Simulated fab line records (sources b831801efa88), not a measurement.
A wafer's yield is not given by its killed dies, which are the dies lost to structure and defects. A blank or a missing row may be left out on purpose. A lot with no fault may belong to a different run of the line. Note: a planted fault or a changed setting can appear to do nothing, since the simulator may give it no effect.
Chamber matching	flow sky130	rieDiel-02 running SKY_VIA2_ETCH_15: 4 sister chambers
The step etches SiO2 in C4F8/O2/Ar, stops on TiN, target depth 546 nm, time 84 s. 8 wafers are shown with their chamber, then 7 later ones without.

== EACH WAFER AND ITS CHAMBER ==
wafer	chamber	oesProductAu (a.u.)
L074.5	2	0.939
L078.3	0	0.951
L078.4	1	0.935
L084.1	0	0.931
L084.3	1	0.937
L084.6	3	0.939
L087.1	3	0.944
L087.3	2	0.941

== WAFERS MISSING THEIR CHAMBER ==
wafer	oesProductAu (a.u.)
L087.6	0.932
L091.1	0.940
L091.3	0.935
L091.5	0.943
L097.1	0.934
L097.4	0.941
L097.5	0.950

== WHICH CHAMBER EACH ONE RAN IN ==
wafer	from the rows above	in truth
L087.6	can't be placed: 1 or 2 or 0 or 3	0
L091.1	can't be placed: 2 or 0 or 3 or 1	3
L091.3	can't be placed: 1 or 2 or 0 or 3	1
L091.5	can't be placed: 3 or 0 or 2 or 1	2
L097.1	can't be placed: 1 or 2 or 0 or 3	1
L097.4	can't be placed: 0 or 3 or 2 or 1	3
L097.5	can't be placed: 3 or 0 or 2 or 1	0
Placed correctly: 0 of 7. Unplaceable from these rows: 7, with the true chamber sitting among the candidates in 7. Wrongly placed: 0.
How it was worked out, from the rows above alone: a wafer's distance from a chamber is the root of the sum, over the readings, of the square of ((its reading less the chamber's mean) divided by the reading's scatter). If the next closest chamber is less than 2 further off than the closest, the wafer can't be placed; otherwise it belongs to the closest. For every chamber, the mean is computed from those of its wafers that are shown. The scatter: take each reading less its chamber's mean, square it, sum over the shown wafers, divide by the number of wafers less the number of chambers, and take the root.
